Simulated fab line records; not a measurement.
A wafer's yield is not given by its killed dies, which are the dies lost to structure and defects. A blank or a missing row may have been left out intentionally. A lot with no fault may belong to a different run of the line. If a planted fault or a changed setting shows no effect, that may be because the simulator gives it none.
Which tool did it? + flow gf180mcu + 13 lots with 39 wafers sampled at 6 steps, on a route of 602 steps

WHAT THE GAUGES SHOWED, per wafer
GF_POLY_GATE_OVL_MEAS_11.
| lot  | measured     | on         | POLY_GATE_OVL (nm) |
|------|--------------|------------|--------------------|
| L944 | day 9 04:56  | overlay-01 | 1 -6 -7            |
| L945 | day 9 11:17  | overlay-02 | -12 1 -8           |
| L946 | day 9 19:21  | overlay-01 | 0 2 8              |
| L947 | day 10 02:59 | overlay-01 | -7 -10 -7          |
| L952 | day 11 15:38 | overlay-02 | 7 5 5              |
| L953 | day 12 01:50 | overlay-01 | 1 4 3              |
| L954 | day 12 10:48 | overlay-01 | -3 -4 -4           |
| L955 | day 12 15:26 | overlay-02 | 6 7 0              |
| L956 | day 12 21:35 | overlay-02 | -2 -1 -3           |
| L957 | day 13 03:07 | overlay-01 | -3 -5 -1           |
| L958 | day 13 11:17 | overlay-01 | -13 -7 -4          |
| L959 | day 13 17:11 | overlay-02 | -4 -2 -5           |
| L967 | day 16 04:05 | overlay-01 | -4 -11 -9          |

GF_HV_LDD_TW_MEAS_38.
| lot  | measured     | on            | HV_LDD_3_TW                   |
|------|--------------|---------------|-------------------------------|
| L944 | day 11 13:35 | film_metro-01 | 1440 1437 1435                |
| L945 | day 11 21:23 | film_metro-03 | 1445 1433 1438                |
| L946 | day 12 04:23 | film_metro-04 | 1428 1429 1429                |
| L947 | day 12 12:42 | film_metro-03 | 1442 1451 1448                |
| L952 | day 14 05:32 | film_metro-01 | 1439 1438 1433                |
| L953 | day 14 16:11 | film_metro-01 | 1437 1436 1434                |
| L954 | day 15 01:32 | film_metro-01 | 1426 1421 1426                |
| L955 | day 15 07:26 | film_metro-04 | 1428 1421 1431                |
| L956 | day 15 14:32 | film_metro-01 | 1684 1686 1686 1697 1690 1686 |
| L957 | day 15 22:03 | film_metro-04 | 1695 1693 1695 1692 1689 1700 |
| L958 | day 16 05:55 | film_metro-04 | 1424 1423 1425                |
| L959 | day 16 12:17 | film_metro-01 | 1695 1700 1704 1695 1705 1692 |
| L967 | day 19 04:38 | film_metro-04 | 1427 1433 1427                |

GF_HV_LDD_RS_MEAS_53: a four-point-probe measurement.
| lot  | measured     | on            | HV_LDD_RS (ohm/sq)                  |
|------|--------------|---------------|-------------------------------------|
| L944 | day 12 08:20 | film_metro-04 | 417.7 418.3 417.8                   |
| L945 | day 12 17:48 | film_metro-03 | 419.7 419.5 418.5                   |
| L946 | day 13 00:32 | film_metro-01 | 419.8 419.2 418.8                   |
| L947 | day 13 09:06 | film_metro-01 | 418.1 418.5 417.8                   |
| L952 | day 15 02:32 | film_metro-01 | 419.5 419.2 418.8                   |
| L953 | day 15 13:55 | film_metro-01 | 418.8 417.8 418.6                   |
| L954 | day 15 23:41 | film_metro-03 | 419.6 419.0 419.5                   |
| L955 | day 16 05:43 | film_metro-03 | 419.4 418.0 419.2                   |
| L956 | day 16 13:16 | film_metro-03 | 369.3 369.5 369.4 369.7 370.0 368.9 |
| L957 | day 16 21:06 | film_metro-01 | 367.8 368.5 367.8 367.7 369.2 368.7 |
| L958 | day 17 04:59 | film_metro-04 | 418.9 418.5 419.3                   |
| L959 | day 17 11:28 | film_metro-01 | 370.1 369.7 370.1 370.6 369.9 370.4 |
| L967 | day 20 04:58 | film_metro-01 | 419.5 419.1 420.7                   |

GF_HV_LDD_THK_MEAS_55.
| lot  | measured     | on            | HV_LDD_CVD_54_THK (nm) |
|------|--------------|---------------|------------------------|
| L944 | day 12 09:28 | film_metro-04 | 9.66 9.64 9.46         |
| L945 | day 12 18:56 | film_metro-01 | 10.06 10.03 9.98       |
| L946 | day 13 01:40 | film_metro-03 | 9.90 9.89 9.86         |
| L947 | day 13 10:50 | film_metro-01 | 10.09 10.08 10.10      |
| L952 | day 15 03:40 | film_metro-04 | 9.91 10.09 10.17       |
| L953 | day 15 15:03 | film_metro-01 | 9.90 9.90 9.99         |
| L954 | day 16 00:49 | film_metro-01 | 9.95 9.96 9.88         |
| L955 | day 16 06:51 | film_metro-04 | 10.07 9.80 9.72        |
| L958 | day 17 06:08 | film_metro-04 | 9.71 9.89 9.84         |
| L967 | day 20 06:37 | film_metro-04 | 10.42 10.41 10.43      |

GF_SAB_OVL_MEAS_10.
| lot  | measured     | on         | SAB_OVL (nm)   |
|------|--------------|------------|----------------|
| L944 | day 15 01:44 | overlay-01 | 0.0 -0.3 0.1   |
| L945 | day 15 11:41 | overlay-01 | 0.1 -0.5 0.0   |
| L946 | day 15 18:18 | overlay-02 | -0.4 -0.7 -0.5 |
| L947 | day 16 05:32 | overlay-01 | -1.1 -2.3 -1.5 |
| L952 | day 18 01:57 | overlay-01 | -0.9 -1.1 -2.2 |
| L953 | day 18 14:41 | overlay-02 | -0.1 1.2 -0.3  |
| L954 | day 19 01:11 | overlay-02 | -1.8 -0.9 0.2  |
| L955 | day 19 07:14 | overlay-01 | -0.4 -0.1 -0.8 |
| L958 | day 20 08:02 | overlay-01 | -1.0 -1.5 -1.0 |
| L967 | day 23 07:44 | overlay-02 | 0.5 -0.4 -0.4  |

WHICH TOOL RAN EACH LOT (tool, then ch and the chambers of the sampled wafers, then the start)
| lot  | GF_HV_LDD_IMPLANT_36            |
|------|---------------------------------|
| L944 | implanter-02 ch 0, day 11 13:20 |
| L945 | implanter-02 ch 0, day 11 21:08 |
| L946 | implanter-04 ch 0, day 12 04:08 |
| L947 | implanter-02 ch 0, day 12 12:29 |
| L952 | implanter-02 ch 0, day 14 05:18 |
| L953 | implanter-01 ch 0, day 14 15:56 |
| L954 | implanter-01 ch 0, day 15 01:19 |
| L955 | implanter-01 ch 0, day 15 07:11 |
| L956 | implanter-01 ch 0, day 15 14:18 |
| L957 | implanter-01 ch 0, day 15 21:50 |
| L958 | implanter-02 ch 0, day 16 05:38 |
| L959 | implanter-01 ch 0, day 16 12:02 |
| L967 | implanter-02 ch 0, day 19 04:23 |
- GF_HV_LDD_IMPLANT_36

WHAT THE TOOLS THEMSELVES READ (means of the sampled wafers that have a number; where no wafer has one, the mark that the record gives instead)
GF_HV_LDD_IMPLANT_36.
| lot  | tool         | beam_on_s (s) | dose_ions_cm2 | faraday_current_uA |
|------|--------------|---------------|---------------|--------------------|
| L944 | implanter-02 | 10.06         | 7.493e+12     | 42.0               |
| L945 | implanter-02 | 10.21         | 7.505e+12     | 41.3               |
| L946 | implanter-04 | 9.99          | 7.500e+12     | 42.4               |
| L947 | implanter-02 | 9.92          | 7.499e+12     | 42.7               |
| L952 | implanter-02 | 10.08         | 7.502e+12     | 42.0               |
| L953 | implanter-01 | 10.13         | 7.506e+12     | 41.8               |
| L954 | implanter-01 | 10.07         | 7.496e+12     | 41.9               |
| L955 | implanter-01 | 9.90          | 7.510e+12     | 42.7               |
| L956 | implanter-01 | 10.20         | 2.907e+13     | 160.7              |
| L957 | implanter-01 | 10.05         | 2.908e+13     | 163.3              |
| L958 | implanter-02 | 9.97          | 7.485e+12     | 42.3               |
| L959 | implanter-01 | 9.99          | 2.908e+13     | 164.3              |
| L967 | implanter-02 | 10.18         | 7.505e+12     | 41.6               |

THE ANSWER, worked out from the rows above alone
Rule: what is usual is taken from the lots themselves. The widest of any qualifying gaps counts: lots, ordered by their means at a reading, are off when they make up no more than a third of the lots, leave a main group of 4 or more, and stand apart from it by 3 or more times the standard deviation of that group's means. If all means in a main group match to the digits the tables above print for the reading, that group is not used. A lot without any number at a reading at which 4 lots or more have one is off too. All remaining lots with rows at the step are treated as sound. Order of review: gauges by route order, followed by the tools' own readings, for which a lot's mean as printed above is used. At the first step where some lot is off, the reading lying furthest off is the one used; lots without a number count as furthest.
Off: at GF_HV_LDD_TW_MEAS_38 (HV_LDD_3_TW), L956, L957, L959. The main group: mean 1433, standard deviation 7.1.
If a tool, at a process step before that reading, ran all the lots that are off and no sound lot after the first of them, it fits. The gauges at GF_HV_LDD_TW_MEAS_38 aren't tried: what is off there is off at GF_HV_LDD_IMPLANT_36 too, on other tools, and a gauge's error can't cause that. One fits: implanter-01 at GF_HV_LDD_IMPLANT_36. A fault onset in the window from L955 (day 15 07:11, its last sound lot) to L956 (day 15 14:18, its first lot off) fits.
The tool's own readings at GF_HV_LDD_IMPLANT_36 bear it out: on the lots that are off they differ by more than 5 times the standard deviation of the sound lots' means. dose_ions_cm2 reads 2.908e+13 there against 7.500e+12 on the sound lots; faraday_current_uA reads 162.8 there against 42.1 on the sound lots.

WHAT THE SIMULATOR PUT IN
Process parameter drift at GF_HV_LDD_IMPLANT_36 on implanter-01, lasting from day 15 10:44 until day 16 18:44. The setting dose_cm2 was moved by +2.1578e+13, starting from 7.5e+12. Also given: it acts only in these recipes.
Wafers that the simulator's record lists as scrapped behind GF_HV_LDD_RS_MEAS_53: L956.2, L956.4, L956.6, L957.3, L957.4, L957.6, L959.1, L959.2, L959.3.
Shown lots that were struck: L956, L957, L959. The rule above found the same.
